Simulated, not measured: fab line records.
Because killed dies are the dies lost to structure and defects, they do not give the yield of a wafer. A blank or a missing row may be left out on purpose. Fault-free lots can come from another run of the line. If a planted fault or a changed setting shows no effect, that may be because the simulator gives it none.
A struck lot beside a sound one + flow sky130 + 19 out of 708 route steps
Sound: these wafers, L329.1, L329.2, L329.3. Wafers struck: L323.1, L323.2, L323.4. The cause is named last.
At each step with rows: each side's tool, then ch and its chambers, then its first start. Under that, the readings that differ: sound wafers + struck wafers + difference of the means + sigmas: that difference in standard deviations of wafers without a fault.
alike: readings whose means differ by less than 2 such deviations, and words and numbers that are the same on both sides. not compared: withheld readings, readings that some wafer has no value for, bounds like >300 that may hide the same value, and numbers for which the record gives no deviation and whose values overlap.
A row with sigmas, a row that says differs or no value, or rows on one side alone: a step with any of these is where the two part. When numbers do not overlap yet have no deviation, they are printed without sigmas and do not part them. Lack of a reading on every wafer of one side parts them only where that side has two or more wafers.

SKY_POLY_GATE_CD_MEAS_22:
  sound: cd_sem-02 at day 22 17:20; struck: cd_sem-02 at day 20 17:08
  alike: cd_nm
then, 7 steps without rows for these wafers: SKY_LDD_N_DEHYDRATE_00 (time 60 s); SKY_LDD_N_HMDS_01 (prime time 60 s); SKY_LDD_N_COAT_02 (resist thk 300 nm); SKY_LDD_N_SOFTBAKE_03 (time 60 s); SKY_LDD_N_EXPOSE_04 (exposes mask NTM, target cd 840 nm); SKY_LDD_N_PEB_05; SKY_LDD_N_DEVELOP_06 (develop time 60 s).
SKY_LDD_N_OVL_MEAS_07:
  sound: overlay-01 at day 23 23:40; struck: overlay-01 at day 21 23:52
  alike: LDD_N_OVL
then, 3 steps without rows for these wafers: SKY_LDD_N_IMPLANT_08; SKY_LDD_N_IMPLANT_09; SKY_LDD_N_IMPLANT_10.
SKY_LDD_N_IMPLANT_11:
  sound on implanter-01 ch 0, day 24 00:10; struck on implanter-01, day 22 00:21
  no value came back on the struck wafers for beam_energy_keV, beam_on_s (s), dose_ions_cm2; on the sound wafers beam_energy_keV reads 19.999 20.003 19.999
then, 4 steps without rows for these wafers: SKY_LDD_N_IMPLANT_12; SKY_LDD_N_IMPLANT_13; SKY_LDD_N_IMPLANT_14; SKY_LDD_N_IMPLANT_15.
SKY_LDD_N_STRIP_16: strips in O2/N2.
  sound on plasma_asher-01 ch 0,1, day 24 00:55; struck on plasma_asher-03 ch 0,1, day 22 01:06
| reading                      | sound             | struck            | difference | sigmas |
|------------------------------|-------------------|-------------------|------------|--------|
| strip_time_to_endpoint_s (s) | 4.328 4.341 4.353 | 4.139 4.132 4.140 | -0.204     | -15    |
  alike: drypump_motor_current_A, oes_product_au
  not compared: rf_hours_counter_h
SKY_LDD_N_TW_MEAS_17:
  sound: film_metro-04 at day 24 01:01; struck: film_metro-02 at day 22 01:12
| reading  | sound          | struck         | difference | sigmas |
|----------|----------------|----------------|------------|--------|
| LDD_N_TW | 2609 2596 2595 | 2453 2437 2437 | -158       | -16    |

## WHERE THEY PART
Last at SKY_LDD_N_TW_MEAS_17 as far as this record goes, first at SKY_LDD_N_IMPLANT_11.

WHY: what the simulator had put in
Whole step skipped at SKY_LDD_N_IMPLANT_11 on implanter-01, starting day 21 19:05. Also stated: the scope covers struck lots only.
